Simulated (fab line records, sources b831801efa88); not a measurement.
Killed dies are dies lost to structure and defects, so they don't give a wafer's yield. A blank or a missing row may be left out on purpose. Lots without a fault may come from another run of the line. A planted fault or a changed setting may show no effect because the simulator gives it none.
Which tool did it? | flow sky130 | 6 lots, 18 wafers sampled, at 3 steps of a route of 708

WHAT THE GAUGES READ, wafer by wafer
SKY_METAL2_CD_MEAS_15: target cd 140 nm.
lot  | measured     | on        | cd_nm (nm)
L222 | day 35 14:41 | cd_sem-01 | 138.0 139.0 137.7
L224 | day 36 10:19 | cd_sem-02 | 138.7 138.2 139.0
L228 | day 37 21:38 | cd_sem-02 | 139.1 139.6 141.5
L234 | day 39 11:03 | cd_sem-02 | 157.2 156.7 155.0
L239 | day 40 17:26 | cd_sem-01 | 136.6 138.8 137.6
L243 | day 42 08:53 | cd_sem-02 | 139.3 140.2 140.9

WHICH TOOL RAN EACH LOT (tool, then ch and the chambers of the sampled wafers, then the start)
lot  | SKY_VIA1_STRIP_16                    | SKY_METAL2_EXPOSE_12
L222 | plasma_asher-03 ch 0, day 34 10:36   | krf_scanner-02 ch 0, day 35 02:06
L224 | plasma_asher-01 ch 0,1, day 35 06:56 | krf_scanner-02 ch 0, day 35 20:56
L228 | plasma_asher-03 ch 0, day 36 17:15   | krf_scanner-02 ch 0, day 37 08:52
L234 | plasma_asher-01 ch 0,1, day 38 08:52 | krf_scanner-02 ch 0, day 38 22:55
L239 | plasma_asher-02 ch 0,1, day 39 15:19 | krf_scanner-01 ch 0, day 40 04:51
L243 | plasma_asher-02 ch 0,1, day 41 07:45 | krf_scanner-01 ch 0, day 41 21:49
- SKY_VIA1_STRIP_16: strips in O2/N2.
- SKY_METAL2_EXPOSE_12: exposes mask MM2, target cd 140 nm.

THE ANSWER, worked out from the rows above alone
Rule: what is usual is taken from the lots themselves. Put in order of their means at a reading, lots are off if they are a third of the lots or fewer, leave a main group of 4 or more, and stand apart from it by a gap of 3 or more times the standard deviation of the main group's means; of several such gaps the widest counts. A main group whose means are all the same, to the digits that the tables above print for the reading, isn't used. A lot without any number at a reading at which 4 lots or more have one is off too. The other lots that the step has rows for count as sound.
Off: L234, at SKY_METAL2_CD_MEAS_15 (cd_nm). The main group: mean 138.9 nm, standard deviation 0.99.
A tool fits if, at a process step before that reading, it ran every lot that is off, and no sound lot after the first of them. The gauges at SKY_METAL2_CD_MEAS_15 are tried like those tools. Can't be told from this: 2 tools fit, plasma_asher-01 at SKY_VIA1_STRIP_16, krf_scanner-02 at SKY_METAL2_EXPOSE_12.

WHAT THE SIMULATOR HAD PUT IN
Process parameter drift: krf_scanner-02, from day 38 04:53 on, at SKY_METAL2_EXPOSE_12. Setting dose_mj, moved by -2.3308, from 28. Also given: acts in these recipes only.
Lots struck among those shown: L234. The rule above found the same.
